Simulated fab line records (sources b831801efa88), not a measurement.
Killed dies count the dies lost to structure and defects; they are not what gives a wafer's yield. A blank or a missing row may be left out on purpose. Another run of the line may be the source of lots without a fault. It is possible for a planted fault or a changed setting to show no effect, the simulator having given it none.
Split-lot trial    flow sky130    on a route of 708 steps: 5 lots, 23 wafers read

## ON THE SPLIT
At SKY_POLY_GATE_COAT_07 (resist thk 110 nm), the setting spin_rpm was moved away from the recipe's 3000 rpm on 7 of the 23 wafers read, by -5.4% to +6.1%. This setting was run at the recipe's value on the other wafers.

The split's own step is where the reading is taken.

## THE READING
BARC_of_POLY_GATE_COAT_07.thk_nm (the simulator's own value, which no gauge read), in nm, at SKY_POLY_GATE_COAT_07 (resist thk 110 nm). The file does not state a usual value for it. Across the 16 wafers here that went through the recipe, the average is 110.0 nm and the standard deviation 0.36 nm.

wafer   tool, chamber at the split  spin_rpm as run, rpm  against the recipe  BARC_of_POLY_GATE_COAT_07.thk_nm, nm  against lot-mates on the recipe
L076.2  litho_track-01, 0           3000                  recipe              110.1                                 -
L076.3  litho_track-01, 0           3082                  +2.7%               109                                   -1.4
L076.4  litho_track-01, 0           3082                  +2.7%               108.6                                 -1.8
L076.5  litho_track-01, 0           3000                  recipe              110.6                                 -
L076.6  litho_track-01, 0           3000                  recipe              110.4                                 -
L080.1  litho_track-01, 0           3183                  +6.1%               106.8                                 -2.9
L080.3  litho_track-01, 0           3000                  recipe              109.8                                 -
L080.6  litho_track-01, 0           3000                  recipe              109.8                                 -
L080.4  litho_track-01, 0           3000                  recipe              109.6                                 -
L080.5  litho_track-01, 0           3183                  +6.1%               106.7                                 -3.0
L081.1  litho_track-03, 0           2837                  -5.4%               112.8                                 +2.8
L081.2  litho_track-03, 0           2837                  -5.4%               113.1                                 +3.1
L081.3  litho_track-03, 0           3000                  recipe              110                                   -
L081.4  litho_track-03, 0           3000                  recipe              110                                   -
L081.6  litho_track-03, 0           2837                  -5.4%               113.3                                 +3.3
L082.1  litho_track-01, 0           3000                  recipe              109.7                                 -
L082.2  litho_track-01, 0           3000                  recipe              109.5                                 -
L082.4  litho_track-01, 0           3000                  recipe              109.8                                 -
L082.5  litho_track-01, 0           3000                  recipe              109.6                                 -
L082.6  litho_track-01, 0           3000                  recipe              109.6                                 -
L084.3  litho_track-01, 0           3000                  recipe              110.3                                 -
L084.5  litho_track-01, 0           3000                  recipe              110.7                                 -
L084.6  litho_track-01, 0           3000                  recipe              110.2                                 -

THE FIT
A straight line over all 23 wafers: BARC_of_POLY_GATE_COAT_07.thk_nm changes by -0.541 nm for each +1% of spin_rpm; r = -0.98; the points scatter about the line by 0.34 nm.
The same after taking each lot's own level away (the mean of its wafers on the recipe; 23 wafers): -0.534 nm for each +1%; r = -0.99; scatter 0.19 nm.
That fit puts the effect of the largest move of spin_rpm on the reading at 3.3 nm.
Measured against the standard deviation above, the lots' own levels, which go from 109.64 to 110.40 nm, span 2.1 times it.
The two slopes agree, so the slope changes little with the lot-to-lot level.
Check: for one of the wafers moved furthest among these (+6.1%), held out of the fit, the line's prediction against its lot-mates is -3.32 nm. It came out at -2.93 nm against them.

## ADDITIONAL SPLITS CARRIED BY THESE WAFERS
Before the reading, these wafers also passed through other splits. Each is held against what the fit with the lots' levels taken away leaves over:
other split on the same wafers          wafers away from the commonest value  r with BARC_of_POLY_GATE_COAT_07.thk_nm (lot level and that fit taken away)
SKY_VT_ADJUST_HVTR_SOFTBAKE_03 temp_c   8                                     +0.15
SKY_VT_ADJUST_HVTR_IMPLANT_09 dose_cm2  10                                    -0.07
SKY_SONOS_ONO_OXIDATION_00 ox_time_s    10                                    +0.27
SKY_GATE_OXIDE_OXIDATION_01 ox_time_s   15                                    -0.26
SKY_GATE_OXIDE_COAT_05 resist_thk_nm    9                                     -0.12
SKY_RES_PROTECT_COAT_02 spin_rpm        10                                    -0.08

## FILE'S OWN FIT
BARC_of_POLY_GATE_COAT_07.thk_nm changes by -0.528 nm for each +1% of spin_rpm, r = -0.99.
